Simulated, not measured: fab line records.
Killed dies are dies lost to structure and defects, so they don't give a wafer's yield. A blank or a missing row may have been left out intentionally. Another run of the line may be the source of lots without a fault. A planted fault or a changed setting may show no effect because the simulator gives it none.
A lot that was struck, set against a sound lot / flow sky130 / 15 steps out of a route of 708
Sound: wafers L509.3, L509.4, L509.6. The struck wafers were L499.2, L499.3, L499.6. The cause is named last.
Each step with rows lists, per side, the tool, then ch with its chambers, then its first start. Under that, the readings that differ: sound wafers / struck wafers / difference of the means / sigmas: that difference in standard deviations of wafers without a fault.
alike: same words and numbers on both sides, and readings whose means sit less than 2 such deviations apart. not compared: any withheld reading, any reading some wafer has no value for, any bound like >300 that may hide the same value, and any number with overlapping values for which the record gives no deviation.
The two part at a step that has a row with sigmas, a row that says differs or no value, or rows on one side only. When numbers do not overlap yet have no deviation, they are printed without sigmas and do not part them. A reading that every wafer of one side lacks parts them only if that side has two wafers or more.

SKY_VT_ADJUST_PCH_STRIP_09: strips in O2/N2.
  sound on plasma-asher-03 ch 0,1, day 15 04:52; struck on plasma-asher-03 ch 1, day 12 05:02
  alike: drypump-motor-current-A, o2-flow-sccm, oes-product-au, strip-time-to-endpoint-s
  not compared: rf-hours-counter-h
SKY_VT_ADJUST_PCH_TW_MEAS_10:
  struck on film-metro-01, day 12 05:08; sound on film-metro-04, day 15 04:57
  alike: VT_ADJUST_PCH_TW
then, 7 steps without rows for these wafers: SKY_SONOS_TUNNEL_DEHYDRATE_00 (time 60 s); SKY_SONOS_TUNNEL_HMDS_01 (prime time 60 s); SKY_SONOS_TUNNEL_COAT_02 (resist thk 1140 nm); SKY_SONOS_TUNNEL_SOFTBAKE_03 (time 60 s); SKY_SONOS_TUNNEL_EXPOSE_04 (exposes mask TUNM, target cd 410 nm); SKY_SONOS_TUNNEL_PEB_05; SKY_SONOS_TUNNEL_DEVELOP_06 (develop time 60 s).
SKY_SONOS_TUNNEL_CD_MEAS_07: target cd 410 nm.
  struck on cd-sem-02, day 13 05:10; sound on cd-sem-01, day 16 08:41
  alike: cd-nm
SKY_SONOS_TUNNEL_OVL_MEAS_08:
  struck on overlay-02, day 13 05:16; sound on overlay-01, day 16 08:47
  alike: SONOS_TUNNEL_OVL
following that, these wafers have no rows for 1 step: SKY_SONOS_TUNNEL_IMPLANT_09.
SKY_SONOS_TUNNEL_WET_ETCH_10: etches SiO2 in dHF, target depth 14 nm, time 280 s.
  sound on wet-bench-01 ch 0, day 16 08:57; struck on wet-bench-02 ch 2, day 13 05:27
  no value came back on the struck wafers for bath-heat-duty-pct (%), run-length-s (s); on the sound wafers bath-heat-duty-pct (%) reads 7.6 7.2 5.9
then, 1 step without rows for these wafers: SKY_SONOS_TUNNEL_STRIP_11 (strips in SPM, time 600 s).
-- here the record skips 34 days between the struck wafers' starts before and after, leaving off in module SONOS_TUNNEL and picking up in module PAD_OPEN (first step shown: number 708 of the route) --
SKY_PAD_OPEN_PROBE_99:
  struck on prober-01, day 47 07:31; sound on prober-01, day 49 12:51
reading=killed-at-front-end; sound=22 15 9; struck=415 414 414; difference=+399; sigmas=+93
reading=killed-dies; sound=95 83 84; struck=492 492 492; difference=+405; sigmas=+40
reading=killed-on-rim; sound=18 15 20; struck=96 96 96; difference=+78; sigmas=+21
  alike: killed_at_M0_to_M3, killed_at_M4_up, killed-at-contacts, killed-at-other, killed-open, killed-short

== WHERE THEY PART ==
At SKY_SONOS_TUNNEL_WET_ETCH_10 first; at SKY_PAD_OPEN_PROBE_99 last (within this record only).

WHY: the cause the simulator had injected
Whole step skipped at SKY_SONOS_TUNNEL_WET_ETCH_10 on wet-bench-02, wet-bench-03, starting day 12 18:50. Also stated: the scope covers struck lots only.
